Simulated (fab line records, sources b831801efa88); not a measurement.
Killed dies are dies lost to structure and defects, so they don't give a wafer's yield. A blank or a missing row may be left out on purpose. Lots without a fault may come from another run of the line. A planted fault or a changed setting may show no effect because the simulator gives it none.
A struck lot beside a sound one | flow sfq_line | 19 steps out of a route of 325
Sound: wafers L953.1, L953.5, L953.6. Struck: wafers L961.1, L961.4, L961.6. The cause comes at the end.
At each step with rows: each side's tool, then ch and its chambers, then its first start. Under that, the readings that differ: sound wafers | struck wafers | difference of the means | sigmas: that difference in standard deviations of wafers without a fault.
alike: readings whose means differ by less than 2 such deviations, and words and numbers that are the same on both sides. not compared: withheld readings, readings that some wafer has no value for, bounds like >300 that may hide the same value, and numbers for which the record gives no deviation and whose values overlap.
The two part at a step that has a row with sigmas, a row that says differs or no value, or rows on one side only. Numbers that don't overlap but have no deviation are shown without sigmas and don't part them. A reading that every wafer of one side lacks parts them only if that side has two wafers or more.

SFQ_M2_OVL_MEAS_916:
  sound on overlay-01, day 27 15:53; struck on overlay-02, day 32 06:48
  alike: M2_OVL
SFQ_TRILAYER_M2_BARC_OPEN_METAL_ETCH_077: etches BARC in O2, target depth 125 nm, time 41.7 s.
  sound on rie_metal-01 ch 0,1, day 27 15:55; struck on rie_metal-03 ch 0,1, day 32 06:50
  alike: chamber_pressure_mTorr, drypump_motor_current_A, oes_product_au
  not compared: rf_hours_counter_h
SFQ_TRILAYER_M2_ETCH_METAL_ETCH_060: etches Nb in Cl2/Ar, stops on SiO2, target depth 240 nm, time 120 s.
  sound on rie_metal-01 ch 0,1, day 27 15:59; struck on rie_metal-03 ch 0,1, day 32 06:53
  alike: chamber_pressure_mTorr, drypump_motor_current_A, oes_product_au
  not compared: rf_hours_counter_h
SFQ_TRILAYER_M2_STRIP_STRIP_061: strips in O2.
  sound on rie_metal-01 ch 0,1, day 27 16:07; struck on rie_metal-03 ch 0,1, day 32 07:01
  alike: chamber_pressure_mTorr, drypump_motor_current_A, oes_product_au
  not compared: rf_hours_counter_h
then, 2 steps without rows for these wafers: SFQ_TRILAYER_M2_STRIP_SOLV_CLEAN_062 (cleans in NMP, time 600 s); SFQ_TRILAYER_I2_DEP_PECVD_063 (deposits SiO2 from SiH4/N2O, time 111.11 s, target thk 500 nm).
SFQ_TRILAYER_I2_CMP_CMP_064: polishes SiO2.
  sound on cmp-02 ch 1,2, day 27 17:08; struck on cmp-02 ch 1,2, day 32 08:52
  reading                | sound       | struck      | difference | sigmas
  time_to_endpoint_s (s) | 220 232 249 | 212 220 212 | -19        | -2
  alike: motor_current_A
SFQ_I2_BOW_MEAS_917:
  sound on film_metro-03, day 27 20:08; struck on film_metro-04, day 32 11:52
  alike: I2_BOW
then, 4 steps without rows for these wafers: SFQ_TRILAYER_I2_METRO_MEASURE_065; SFQ_TRILAYER_I2_VIA_LITHO_COAT_072 (resist thk 62 nm); SFQ_TRILAYER_I2_VIA_LITHO_COAT_067 (resist thk 650 nm); SFQ_TRILAYER_I2_VIA_LITHO_SOFTBAKE_071.
-- the record jumps here: 6 days lie between the struck wafers' starts before and after --
SFQ_TRILAYER_I2_VIA_LITHO_EXPOSE_068: exposes mask I2, target cd 500 nm.
  sound on krf_scanner-02 ch 0, day 27 22:46; struck on krf_scanner-02 ch 0, day 38 00:19
  reading              | sound                | struck               | difference | sigmas
  exposure_dose_mJ_cm2 | 21.308 21.328 21.281 | 20.626 20.603 20.621 | -0.689     | -34
  alike: mask, focus_offset_nm
then, 2 steps without rows for these wafers: SFQ_TRILAYER_I2_VIA_LITHO_PEB_070 (peb time 60 s); SFQ_TRILAYER_I2_VIA_LITHO_DEVELOP_069 (time 60 s).
SFQ_I2_OVL_MEAS_918:
  sound on overlay-02, day 28 00:16; struck on overlay-02, day 38 01:49
  alike: I2_OVL
SFQ_TRILAYER_I2_VIA_BARC_OPEN_VIA_ETCH_096: etches BARC in O2, target depth 125 nm, time 41.7 s.
  sound on rie_diel-03 ch 0,3, day 28 00:18; struck on rie_diel-02 ch 1,3, day 38 01:50
  reading             | sound             | struck            | difference | sigmas
  model.I2.cd_nm (nm) | 500.9 500.1 503.4 | 494.2 495.2 493.6 | -7.1       |
  alike: chamber_pressure_mTorr, drypump_motor_current_A, oes_product_au
  not compared: rf_hours_counter_h
SFQ_TRILAYER_I2_VIA_ETCH_VIA_ETCH_070: etches SiO2 in CHF3, stops on Nb, target depth 260 nm.
  sound on rie_diel-03 ch 0,3, day 28 00:20; struck on rie_diel-02 ch 1,3, day 38 01:53
  reading             | sound             | struck            | difference | sigmas
  model.I2.cd_nm (nm) | 498.6 497.7 506.1 | 494.9 495.7 494.4 | -5.8       |
  alike: chamber_pressure_mTorr, drypump_motor_current_A, oes_product_au
SFQ_TRILAYER_I2_VIA_STRIP_STRIP_071: strips in O2.
  sound on rie_metal-04 ch 0,1, day 28 00:27; struck on rie_metal-01 ch 0,1, day 38 01:59
  alike: chamber_pressure_mTorr, drypump_motor_current_A, oes_product_au
  not compared: rf_hours_counter_h

WHERE THEY PART
First at SFQ_TRILAYER_I2_CMP_CMP_064; last, within this record, at SFQ_TRILAYER_I2_VIA_LITHO_EXPOSE_068. Later steps at which nothing parts them and some readings are alike: SFQ_I2_OVL_MEAS_918, SFQ_TRILAYER_I2_VIA_BARC_OPEN_VIA_ETCH_096, SFQ_TRILAYER_I2_VIA_ETCH_VIA_ETCH_070, SFQ_TRILAYER_I2_VIA_STRIP_STRIP_071.

WHY: what the simulator had put in
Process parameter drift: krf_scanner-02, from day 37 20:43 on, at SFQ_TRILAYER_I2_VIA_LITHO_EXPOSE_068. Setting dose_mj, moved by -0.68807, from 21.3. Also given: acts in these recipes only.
